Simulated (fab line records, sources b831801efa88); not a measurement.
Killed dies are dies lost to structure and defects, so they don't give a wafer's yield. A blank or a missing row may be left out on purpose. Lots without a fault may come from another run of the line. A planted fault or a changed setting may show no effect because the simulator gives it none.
Which tool did it? | flow sky130 | 14 lots, 42 wafers sampled, at 5 steps of a route of 708

WHAT THE GAUGES READ, wafer by wafer
SKY_NWELL_TW_MEAS_26. Usual: NWELL_2_TW 499, standard deviation 5.4.
lot  | measured     | on            | NWELL_2_TW  | flag
L211 | day 5 12:53  | film_metro-01 | 498 497 495 |
L212 | day 5 22:18  | film_metro-04 | 494 496 496 |
L213 | day 6 04:14  | film_metro-04 | 493 493 492 |
L215 | day 6 10:35  | film_metro-04 | 490 493 494 |
L216 | day 6 18:56  | film_metro-04 | 492 494 495 |
L217 | day 7 03:23  | film_metro-04 | 495 494 496 |
L218 | day 7 10:05  | film_metro-03 | 501 503 506 |
L219 | day 7 12:20  | film_metro-04 | 495 495 496 |
L220 | day 7 20:31  | film_metro-03 | 765 769 758 | OFF
L224 | day 8 19:10  | film_metro-04 | 493 493 491 |
L227 | day 9 17:25  | film_metro-03 | 769 769 771 | OFF
L229 | day 10 04:25 | film_metro-03 | 503 507 506 |
L230 | day 10 09:08 | film_metro-01 | 497 494 493 |
L231 | day 10 11:47 | film_metro-03 | 505 505 508 |

SKY_POLY_GATE_OVL_MEAS_14. Usual: POLY_GATE_OVL 4 nm, standard deviation 5.
lot  | measured     | on         | POLY_GATE_OVL (nm) | flag
L211 | day 16 18:39 | overlay-02 | 4 4 8              |
L212 | day 17 06:47 | overlay-02 | -5 -8 0            |
L213 | day 18 01:30 | overlay-01 | -4 0 0             |
L215 | day 18 00:46 | overlay-01 | 2 4 4              |
L216 | day 18 10:16 | overlay-01 | 2 1 -1             |
L217 | day 19 04:58 | overlay-02 | -5 0 -7            |
L218 | day 19 05:19 | overlay-01 | 8 14 4             |
L219 | day 19 12:46 | overlay-01 | 1 -2 1             |
L220 | day 20 01:48 | overlay-01 | 11 15 14           |
L224 | day 21 11:46 | overlay-02 | 10 3 9             |
L227 | day 22 23:16 | overlay-02 | 6 8 0              |
L229 | day 23 11:27 | overlay-01 | 7 -1 5             |
L230 | day 23 13:52 | overlay-01 | 14 1 1             |
L231 | day 23 15:22 | overlay-02 | 8 8 2              |

WHICH TOOL RAN EACH LOT (tool, then ch and the chambers of the sampled wafers, then the start)
lot  | SKY_NWELL_COAT_05                | SKY_NWELL_STRIP_14                  | SKY_VT_ADJUST_HVTP_STRIP_10
L211 | litho_track-04 ch 0, day 4 09:13 | plasma_asher-04 ch 0,1, day 4 18:37 | plasma_asher-04 ch 0,1, day 6 07:51
L212 | litho_track-01 ch 0, day 4 18:14 | plasma_asher-04 ch 0,1, day 5 03:17 | plasma_asher-04 ch 0,1, day 6 17:12
L213 | litho_track-03 ch 0, day 4 23:31 | plasma_asher-01 ch 0,1, day 5 09:07 | plasma_asher-04 ch 0,1, day 6 23:20
L215 | litho_track-03 ch 0, day 5 06:43 | plasma_asher-01 ch 0,1, day 5 16:19 | plasma_asher-03 ch 0,1, day 7 06:47
L216 | litho_track-01 ch 0, day 5 14:35 | plasma_asher-01 ch 0,1, day 6 00:23 | plasma_asher-03 ch 0,1, day 7 15:02
L217 | litho_track-04 ch 0, day 5 22:47 | plasma_asher-01 ch 0,1, day 6 08:28 | plasma_asher-04 ch 0,1, day 8 00:09
L218 | litho_track-01 ch 0, day 6 04:11 | plasma_asher-01 ch 0,1, day 6 13:59 | plasma_asher-03 ch 0,1, day 8 06:12
L219 | litho_track-01 ch 0, day 6 06:35 | plasma_asher-01 ch 0,1, day 6 16:50 | plasma_asher-03 ch 0,1, day 8 08:43
L220 | litho_track-01 ch 0, day 6 13:47 | plasma_asher-04 ch 0,1, day 7 00:04 | plasma_asher-02 ch 0,1, day 8 17:21
L224 | litho_track-04 ch 0, day 7 11:30 | plasma_asher-03 ch 0,1, day 7 21:53 | plasma_asher-03 ch 0,1, day 9 15:47
L227 | litho_track-01 ch 0, day 8 09:52 | plasma_asher-03 ch 0,1, day 8 20:41 | plasma_asher-03 ch 0,1, day 10 16:17
L229 | litho_track-04 ch 0, day 8 17:48 | plasma_asher-03 ch 0,1, day 9 05:46 | plasma_asher-03 ch 0, day 11 03:34
L230 | litho_track-04 ch 0, day 8 23:51 | plasma_asher-03 ch 0,1, day 9 10:38 | plasma_asher-02 ch 0,1, day 11 07:43
L231 | litho_track-04 ch 0, day 9 02:23 | plasma_asher-03 ch 0,1, day 9 13:38 | plasma_asher-04 ch 0,1, day 11 10:49
- SKY_NWELL_COAT_05: resist thk 3000 nm.
- SKY_NWELL_STRIP_14: strips in O2/N2.
- SKY_VT_ADJUST_HVTP_STRIP_10: strips in O2/N2.

WHAT THE TOOLS THEMSELVES READ (means of the sampled wafers that have a number; where no wafer has one, the mark that the record gives instead)
SKY_NWELL_STRIP_14. Usual: drypump_motor_current_A 5.6 A, standard deviation 0.39; n2_flow_sccm 299.9 sccm, standard deviation 0.98; oes_product_au 0.722 a.u., standard deviation 0.0042; strip_time_to_endpoint_s 36.97 s, standard deviation 0.11.
lot  | tool            | drypump_motor_current_A (A) | n2_flow_sccm (sccm) | oes_product_au (a.u.) | strip_time_to_endpoint_s (s) | flag
L211 | plasma_asher-04 | 5.4                         | 300.0               | 0.724                 | 37.16                        |
L212 | plasma_asher-04 | 5.4                         | 300.6               | 0.720                 | 36.95                        |
L213 | plasma_asher-01 | 5.7                         | 299.5               | 0.719                 | 37.09                        |
L215 | plasma_asher-01 | 5.8                         | 300.9               | 0.726                 | 37.20                        |
L216 | plasma_asher-01 | 5.8                         | 300.2               | 0.720                 | 37.01                        |
L217 | plasma_asher-01 | 5.8                         | 299.7               | 0.719                 | 36.84                        |
L218 | plasma_asher-01 | 5.8                         | 299.5               | 0.722                 | 36.99                        |
L219 | plasma_asher-01 | 5.8                         | 299.6               | 0.723                 | 37.01                        |
L220 | plasma_asher-04 | 5.4                         | 299.4               | 0.709                 | 11.49                        | OFF
L224 | plasma_asher-03 | 5.7                         | 300.3               | 0.726                 | 36.93                        |
L227 | plasma_asher-03 | 5.7                         | 300.8               | 0.710                 | 11.48                        | OFF
L229 | plasma_asher-03 | 5.8                         | 299.7               | 0.719                 | 36.93                        |
L230 | plasma_asher-03 | 5.3                         | 299.9               | 0.723                 | 36.94                        |
L231 | plasma_asher-03 | 5.3                         | 299.5               | 0.721                 | 36.99                        |

SKY_VT_ADJUST_HVTP_STRIP_10. Usual: drypump_motor_current_A 5.3 A, standard deviation 0.48; n2_flow_sccm 300.0 sccm, standard deviation 0.95; oes_product_au 0.716 a.u., standard deviation 0.0047; strip_time_to_endpoint_s 14.17 s, standard deviation 0.038.
lot  | tool            | drypump_motor_current_A (A) | n2_flow_sccm (sccm) | oes_product_au (a.u.) | strip_time_to_endpoint_s (s) | flag
L211 | plasma_asher-04 | 5.4                         | 299.6               | 0.716                 | 14.20                        |
L212 | plasma_asher-04 | 5.3                         | 300.2               | 0.720                 | 14.20                        |
L213 | plasma_asher-04 | 5.3                         | 299.8               | 0.716                 | 14.13                        |
L215 | plasma_asher-03 | 5.3                         | 299.7               | 0.715                 | 14.20                        |
L216 | plasma_asher-03 | 5.7                         | 300.4               | 0.713                 | 14.20                        |
L217 | plasma_asher-04 | 5.4                         | 298.6               | 0.718                 | 14.18                        |
L218 | plasma_asher-03 | 5.7                         | 301.2               | 0.717                 | 14.15                        |
L219 | plasma_asher-03 | 5.4                         | 300.4               | 0.717                 | 14.16                        |
L220 | plasma_asher-02 | 4.8                         | 300.8               | 0.716                 | 14.21                        |
L224 | plasma_asher-03 | 5.7                         | 300.8               | 0.714                 | 14.12                        |
L227 | plasma_asher-03 | 5.7                         | 300.1               | 0.717                 | 14.13                        |
L229 | plasma_asher-03 | 6.1                         | 299.5               | 0.720                 | 14.17                        |
L230 | plasma_asher-02 | 4.8                         | 299.1               | 0.718                 | 14.18                        |
L231 | plasma_asher-04 | 5.4                         | 300.1               | 0.719                 | 14.16                        |

THE ANSWER, worked out from the rows above alone
Rule: a lot is off if the mean of its wafers that have a number lies more than 3 standard deviations from the usual mean. A lot without any number at a reading at which 4 lots or more have one is off too. The other lots that the step has rows for count as sound. The gauges are gone through in route order, then the tools' own readings, and for those a lot's mean is taken as printed above. The first step at which some lot is off is used, and at that step the reading that is off furthest; a lot without a number counts as furthest.
Off: L220, L227, at SKY_NWELL_TW_MEAS_26 (NWELL_2_TW).
A tool fits if, at a process step before that reading, it ran every lot that is off, and no sound lot after the first of them. The gauges at SKY_NWELL_TW_MEAS_26 aren't tried: what is off there is off at SKY_NWELL_STRIP_14 too, on other tools, and a gauge's error can't cause that. One fits: litho_track-01 at SKY_NWELL_COAT_05. Its last sound lot is L219 (day 6 06:35), its first lot that is off L220 (day 6 13:47): a fault that began between those two fits.

WHAT THE SIMULATOR HAD PUT IN
Process parameter drift: litho_track-01, from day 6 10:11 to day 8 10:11, at SKY_NWELL_COAT_05. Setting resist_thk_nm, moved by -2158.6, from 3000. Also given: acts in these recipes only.
Lots struck among those shown: L220, L227. The rule above found the same.
